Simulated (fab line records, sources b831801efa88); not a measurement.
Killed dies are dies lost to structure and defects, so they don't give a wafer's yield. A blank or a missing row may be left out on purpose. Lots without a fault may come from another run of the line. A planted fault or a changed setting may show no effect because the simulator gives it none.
Which tool did it? | flow sky130 | 24 lots, 72 wafers sampled, at 6 steps of a route of 708

WHAT THE GAUGES READ, wafer by wafer
SKY_LI_CONTACT_RS_MEAS_22: measures by four-point-probe. Usual: LI_CONTACT_W_RS 0.2861 ohm/sq, standard deviation 0.0026.
lot  | measured     | on            | LI_CONTACT_W_RS (ohm/sq) | flag
L074 | day 29 12:20 | film_metro-04 | 0.2863 0.2890 0.2886     |
L075 | day 29 13:00 | film_metro-02 | 0.2840 0.2824 0.2842     |
L076 | day 30 01:30 | film_metro-02 | 0.2894 0.2861 0.2900     |
L077 | day 30 06:58 | film_metro-03 | 0.2867 0.2864 0.2846     |
L078 | day 30 14:26 | film_metro-03 | 0.2837 0.2854 0.2865     |
L079 | day 30 17:35 | film_metro-02 | 0.2871 0.2862 0.2824     |
L080 | day 31 18:17 | film_metro-04 | 0.2875 0.2881 0.2874     |
L082 | day 31 19:22 | film_metro-03 | 0.2868 0.2875 0.2852     |
L081 | day 31 20:46 | film_metro-03 | 0.2862 0.2902 0.2898     |
L083 | day 32 12:34 | film_metro-02 | 0.2884 0.2856 0.2864     |
L085 | day 32 19:11 | film_metro-04 | 0.2838 0.2866 0.2832     |
L084 | day 32 20:09 | film_metro-03 | 0.2866 0.2855 0.2873     |
L086 | day 32 23:44 | film_metro-02 | 0.2868 0.2875 0.2858     |
L087 | day 33 18:29 | film_metro-04 | 0.2808 0.2836 0.2816     |
L088 | day 33 19:31 | film_metro-02 | 0.2862 0.2854 0.2832     |
L089 | day 34 01:23 | film_metro-03 | 0.2909 0.2927 0.2896     |
L090 | day 34 15:43 | film_metro-02 | 0.2817 0.2816 0.2859     |
L091 | day 34 19:10 | film_metro-03 | 0.2897 0.2872 0.2897     |
L092 | day 35 03:20 | film_metro-02 | 0.2887 0.2832 0.2855     |
L093 | day 35 19:58 | film_metro-02 | 0.2858 0.2836 0.2882     |
L094 | day 35 21:37 | film_metro-04 | 0.2871 0.2888 0.2877     |
L095 | day 36 01:39 | film_metro-04 | 0.2898 0.2843 0.2854     |
L096 | day 36 03:28 | film_metro-04 | 0.2797 0.2811 0.2808     |
L097 | day 36 23:43 | film_metro-03 | 0.2852 0.2860 0.2866     |

SKY_VIA3_OVL_MEAS_13. Usual: VIA3_OVL 1 nm, standard deviation 6.3.
lot  | measured     | on         | VIA3_OVL (nm) | flag
L074 | day 40 01:47 | overlay-01 | -1 -7 3       |
L075 | day 40 03:27 | overlay-02 | 7 3 -1        |
L076 | day 40 10:47 | overlay-01 | 7 0 0         |
L077 | day 40 16:50 | overlay-01 | 4 -5 5        |
L078 | day 41 00:17 | overlay-01 | 12 6 -1       |
L079 | day 41 00:40 | overlay-02 | 6 3 -1        |
L080 | day 41 22:43 | overlay-02 | -1 0 -3       |
L082 | day 42 00:13 | overlay-02 | -7 5 6        |
L081 | day 42 00:34 | overlay-01 | 5 -2 4        |
L083 | day 42 13:18 | overlay-01 | 6 11 11       |
L085 | day 42 20:55 | overlay-01 | 4 11 1        |
L084 | day 42 22:40 | overlay-01 | 2 4 10        |
L086 | day 43 01:08 | overlay-01 | -4 -10 -3     |
L087 | day 43 17:07 | overlay-01 | 2 -2 2        |
L088 | day 43 18:06 | overlay-02 | 10 3 9        |
L089 | day 43 23:38 | overlay-01 | 7 9 -4        |
L090 | day 44 10:16 | overlay-02 | -4 -2 3       |
L091 | day 44 12:36 | overlay-01 | -6 -14 -6     |
L092 | day 44 20:40 | overlay-02 | 2 -8 0        |
L093 | day 45 10:14 | overlay-01 | 7 -12 -1      |
L094 | day 45 11:15 | overlay-02 | -5 0 3        |
L095 | day 45 13:19 | overlay-01 | -3 2 -8       |
L096 | day 45 18:49 | overlay-01 | -11 -7 -3     |
L097 | day 46 07:25 | overlay-02 | 2 -7 -5       |

SKY_PASSIVATION_THK_MEAS_03. Usual: PASSIVATION_CVD_02_THK 537 nm, standard deviation 9.5.
lot  | measured     | on            | PASSIVATION_CVD_02_THK (nm) | flag
L074 | day 44 06:06 | film_metro-03 | 534 531 536                 |
L075 | day 44 08:32 | film_metro-04 | 543 555 548                 |
L076 | day 44 14:43 | film_metro-03 | 537 545 548                 |
L077 | day 44 20:20 | film_metro-03 | 541 546 552                 |
L078 | day 45 02:36 | film_metro-04 | 524 531 524                 |
L079 | day 45 03:03 | film_metro-04 | 534 532 536                 |
L080 | day 45 22:11 | film_metro-03 | 539 551 555                 |
L082 | day 46 01:22 | film_metro-04 | 533 545 526                 |
L081 | day 46 01:44 | film_metro-02 | 539 545 541                 |
L083 | day 46 12:04 | film_metro-04 | 534 545 538                 |
L085 | day 46 17:28 | film_metro-03 | 520 524 544                 |
L084 | day 46 19:16 | film_metro-03 | 541 533 544                 |
L086 | day 46 22:50 | film_metro-04 | 526 531 543                 |
L087 | day 47 13:00 | film_metro-04 | 545 524 552                 |
L088 | day 47 13:13 | film_metro-03 | 536 535 536                 |
L089 | day 47 18:26 | film_metro-03 | 541 543 546                 |
L090 | day 48 04:17 | film_metro-04 | 526 533 555                 |
L091 | day 48 05:30 | film_metro-02 | 525 523 541                 |
L092 | day 48 11:34 | film_metro-02 | 515 526 524                 |
L093 | day 49 02:24 | film_metro-02 | 547 546 548                 |
L094 | day 49 03:07 | film_metro-03 | 524 534 528                 |
L095 | day 49 03:30 | film_metro-04 | 542 548 546                 |
L096 | day 49 05:18 | film_metro-02 | 540 546 547                 |
L097 | day 49 19:19 | film_metro-04 | 523 527 536                 |

WHICH TOOL RAN EACH LOT (tool, then ch and the chambers of the sampled wafers, then the start)
lot  | SKY_METAL3_ETCH_16                | SKY_VIA4_CMP_02               | SKY_METAL5_METAL_ETCH_15
L074 | rie_metal-04 ch 1, day 38 22:56   | cmp-02 ch 0,1,3, day 42 05:08 | rie_metal-02 ch 0,1, day 44 04:57
L075 | rie_metal-04 ch 1, day 39 00:41   | cmp-02 ch 1,2,3, day 42 07:29 | rie_metal-01 ch 0,1, day 44 07:22
L076 | rie_metal-03 ch 1, day 39 08:39   | cmp-02 ch 1,2,3, day 42 14:08 | rie_metal-02 ch 0,1, day 44 13:34
L077 | rie_metal-02 ch 0,1, day 39 14:52 | cmp-02 ch 1,2, day 42 21:04   | rie_metal-01 ch 0,1, day 44 19:09
L078 | rie_metal-04 ch 0,1, day 39 22:10 | cmp-01 ch 1,2,3, day 43 03:02 | rie_metal-02 ch 0,1, day 45 01:19
L079 | rie_metal-02 ch 0,1, day 39 22:53 | cmp-02 ch 0,1,2, day 43 03:01 | rie_metal-01 ch 0,1, day 45 01:56
L080 | rie_metal-02 ch 0,1, day 40 21:06 | cmp-02 ch 0,3, day 44 00:50   | rie_metal-01 ch 0,1, day 45 21:06
L082 | rie_metal-02 ch 0,1, day 40 22:54 | cmp-02 ch 0,2,3, day 44 03:01 | rie_metal-03 ch 0,1, day 46 00:18
L081 | rie_metal-04 ch 0,1, day 40 23:13 | cmp-02 ch 0,2,3, day 44 03:29 | rie_metal-01 ch 0,1, day 46 00:36
L083 | rie_metal-03 ch 0,1, day 41 12:39 | cmp-01 ch 0,2,3, day 44 15:03 | rie_metal-03 ch 0,1, day 46 11:00
L085 | rie_metal-03 ch 0,1, day 41 20:05 | cmp-01 ch 1,2,3, day 44 21:20 | rie_metal-03 ch 0,1, day 46 16:19
L084 | rie_metal-04 ch 0,1, day 41 20:55 | cmp-02 ch 1,2,3, day 44 23:02 | rie_metal-03 ch 0,1, day 46 18:06
L086 | rie_metal-02 ch 0,1, day 41 23:55 | cmp-01 ch 0,1,3, day 45 02:00 | rie_metal-01 ch 0,1, day 46 21:42
L087 | rie_metal-03 ch 0, day 42 17:01   | cmp-01 ch 0,1,3, day 45 17:05 | rie_metal-02 ch 0, day 47 11:52
L088 | rie_metal-04 ch 0,1, day 42 17:23 | cmp-02 ch 0,2,3, day 45 17:27 | rie_metal-03 ch 0,1, day 47 12:08
L089 | rie_metal-02 ch 0,1, day 42 23:22 | cmp-01 ch 1,3, day 45 23:17   | rie_metal-01 ch 0,1, day 47 17:18
L090 | rie_metal-02 ch 0,1, day 43 10:13 | cmp-01 ch 0,2,3, day 46 08:47 | rie_metal-02 ch 0,1, day 48 02:52
L091 | rie_metal-03 ch 1, day 43 12:55   | cmp-01 ch 0,1,3, day 46 11:07 | rie_metal-03 ch 0,1, day 48 04:21
L092 | rie_metal-04 ch 0,1, day 43 20:25 | cmp-01 ch 1,2, day 46 17:52   | rie_metal-02 ch 0,1, day 48 10:19
L093 | rie_metal-03 ch 0,1, day 44 10:55 | cmp-01 ch 1,2,3, day 47 08:01 | rie_metal-03 ch 0,1, day 49 00:54
L094 | rie_metal-02 ch 0,1, day 44 12:01 | cmp-01 ch 0,3, day 47 08:53   | rie_metal-02 ch 0,1, day 49 01:01
L095 | rie_metal-03 ch 0,1, day 44 14:31 | cmp-02 ch 0,1,3, day 47 10:31 | rie_metal-01 ch 0,1, day 49 02:16
L096 | rie_metal-02 ch 0,1, day 44 20:33 | cmp-02 ch 0,1,3, day 47 14:17 | rie_metal-02 ch 0,1, day 49 04:12
L097 | rie_metal-02 ch 0,1, day 45 08:49 | cmp-01 ch 1,2,3, day 48 03:38 | rie_metal-03 ch 0,1, day 49 17:43
- SKY_METAL3_ETCH_16: etches BARC in N2/H2, stops on SiO2, time 88.2 s, target depth 60 nm.
- SKY_VIA4_CMP_02: polishes SiO2.
- SKY_METAL5_METAL_ETCH_15: etches the open film in Cl2/BCl3, stops on SiO2, target depth 1260 nm, time 252 s.

WHAT THE TOOLS THEMSELVES READ (means of the sampled wafers that have a number; where no wafer has one, the mark that the record gives instead)
SKY_METAL3_ETCH_16. Usual: drypump_motor_current_A 5.63 A, standard deviation 0.19; h2_flow_sccm 199.9 sccm, standard deviation 0.64; oes_product_au 0.626 a.u., standard deviation 0.0048; throttle_valve_pct 13.204 %, standard deviation 0.0097.
lot  | tool         | drypump_motor_current_A (A) | h2_flow_sccm (sccm) | oes_product_au (a.u.) | throttle_valve_pct (%) | flag
L074 | rie_metal-04 | 5.38                        | 199.2               | 0.633                 | 13.206                 |
L075 | rie_metal-04 | 5.37                        | 199.7               | 0.622                 | 13.208                 |
L076 | rie_metal-03 | 5.80                        | 199.8               | 0.630                 | 13.204                 |
L077 | rie_metal-02 | 5.76                        | 199.3               | 0.630                 | 13.208                 |
L078 | rie_metal-04 | 5.37                        | 200.5               | 0.620                 | 13.206                 |
L079 | rie_metal-02 | 5.75                        | 199.6               | 0.629                 | 13.203                 |
L080 | rie_metal-02 | 5.76                        | 200.6               | 0.628                 | 13.205                 |
L082 | rie_metal-02 | 5.75                        | 199.9               | 0.622                 | 13.207                 |
L081 | rie_metal-04 | 5.36                        | 199.7               | 0.629                 | 13.193                 |
L083 | rie_metal-03 | 5.69                        | 199.9               | 0.628                 | 13.199                 |
L085 | rie_metal-03 | 5.77                        | 200.3               | 0.629                 | 13.202                 |
L084 | rie_metal-04 | 5.33                        | 199.6               | 0.627                 | 13.204                 |
L086 | rie_metal-02 | 5.75                        | 200.1               | 0.619                 | 13.200                 |
L087 | rie_metal-03 | 5.66                        | 200.4               | 0.623                 | 13.210                 |
L088 | rie_metal-04 | 5.32                        | 200.2               | 0.624                 | 13.215                 |
L089 | rie_metal-02 | 5.75                        | 200.4               | 0.627                 | 13.214                 |
L090 | rie_metal-02 | 5.74                        | 199.4               | 0.625                 | 13.198                 |
L091 | rie_metal-03 | 5.79                        | 200.5               | 0.627                 | 13.202                 |
L092 | rie_metal-04 | 5.35                        | 200.1               | 0.631                 | 13.206                 |
L093 | rie_metal-03 | 5.77                        | 199.7               | 0.626                 | 13.213                 |
L094 | rie_metal-02 | 5.72                        | 199.5               | 0.626                 | 13.195                 |
L095 | rie_metal-03 | 5.77                        | 199.1               | 0.621                 | 13.203                 |
L096 | rie_metal-02 | 5.76                        | 200.6               | 0.629                 | 13.203                 |
L097 | rie_metal-02 | 5.75                        | 199.8               | 0.624                 | 13.195                 |

SKY_VIA4_CMP_02. Usual: motor_current_A 12.7 A, standard deviation 1.1.
lot  | tool   | motor_current_A (A) | flag
L074 | cmp-02 | 12.5                |
L075 | cmp-02 | 11.8                |
L076 | cmp-02 | 11.9                |
L077 | cmp-02 | 11.6                |
L078 | cmp-01 | 12.2                |
L079 | cmp-02 | 12.2                |
L080 | cmp-02 | 13.7                |
L082 | cmp-02 | 12.7                |
L081 | cmp-02 | 12.5                |
L083 | cmp-01 | 12.8                |
L085 | cmp-01 | 12.5                |
L084 | cmp-02 | 11.9                |
L086 | cmp-01 | 13.4                |
L087 | cmp-01 | 13.0                |
L088 | cmp-02 | 12.7                |
L089 | cmp-01 | 11.9                |
L090 | cmp-01 | 12.7                |
L091 | cmp-01 | 13.0                |
L092 | cmp-01 | 13.0                |
L093 | cmp-01 | 12.4                |
L094 | cmp-01 | 12.7                |
L095 | cmp-02 | 12.3                |
L096 | cmp-02 | 12.5                |
L097 | cmp-01 | 12.0                |

SKY_METAL5_METAL_ETCH_15. Usual: drypump_motor_current_A 5.56 A, standard deviation 0.25; oes_product_au 0.894 a.u., standard deviation 0.0048; throttle_valve_pct 22.264 %, standard deviation 0.009.
lot  | tool         | drypump_motor_current_A (A) | oes_product_au (a.u.) | throttle_valve_pct (%) | flag
L074 | rie_metal-02 | 5.75                        | 0.897                 | 22.266                 |
L075 | rie_metal-01 | 5.20                        | 0.895                 | 22.264                 |
L076 | rie_metal-02 | 5.73                        | 0.892                 | 22.269                 |
L077 | rie_metal-01 | 5.21                        | 0.900                 | 22.266                 |
L078 | rie_metal-02 | 5.74                        | 0.892                 | 22.264                 |
L079 | rie_metal-01 | 5.20                        | 0.888                 | 22.271                 |
L080 | rie_metal-01 | 5.20                        | 0.894                 | 22.257                 |
L082 | rie_metal-03 | 5.77                        | 0.895                 | 22.261                 |
L081 | rie_metal-01 | 5.21                        | 0.896                 | 22.265                 |
L083 | rie_metal-03 | 5.76                        | 0.897                 | 22.267                 |
L085 | rie_metal-03 | 5.70                        | 0.894                 | 22.262                 |
L084 | rie_metal-03 | 5.74                        | 0.894                 | 22.260                 |
L086 | rie_metal-01 | 5.19                        | 0.890                 | 22.266                 |
L087 | rie_metal-02 | 5.74                        | 0.897                 | 22.263                 |
L088 | rie_metal-03 | 5.77                        | 0.895                 | 22.270                 |
L089 | rie_metal-01 | 5.23                        | 0.893                 | 22.260                 |
L090 | rie_metal-02 | 5.73                        | 0.894                 | 22.262                 |
L091 | rie_metal-03 | 5.75                        | 0.896                 | 22.269                 |
L092 | rie_metal-02 | 5.73                        | 0.896                 | 22.262                 |
L093 | rie_metal-03 | 5.75                        | 0.890                 | 22.267                 |
L094 | rie_metal-02 | 5.75                        | 0.893                 | 22.259                 |
L095 | rie_metal-01 | 5.22                        | 0.897                 | 22.263                 |
L096 | rie_metal-02 | 5.73                        | 0.898                 | 22.266                 |
L097 | rie_metal-03 | 5.75                        | 0.894                 | 22.263                 |

THE ANSWER, worked out from the rows above alone
Rule: a lot is off if the mean of its wafers that have a number lies more than 3 standard deviations from the usual mean. A lot without any number at a reading at which 4 lots or more have one is off too. The other lots that the step has rows for count as sound. The gauges are gone through in route order, then the tools' own readings, and for those a lot's mean is taken as printed above. The first step at which some lot is off is used, and at that step the reading that is off furthest; a lot without a number counts as furthest.
No lot is off at any reading shown: from this, nothing can be told.

WHAT THE SIMULATOR HAD PUT IN
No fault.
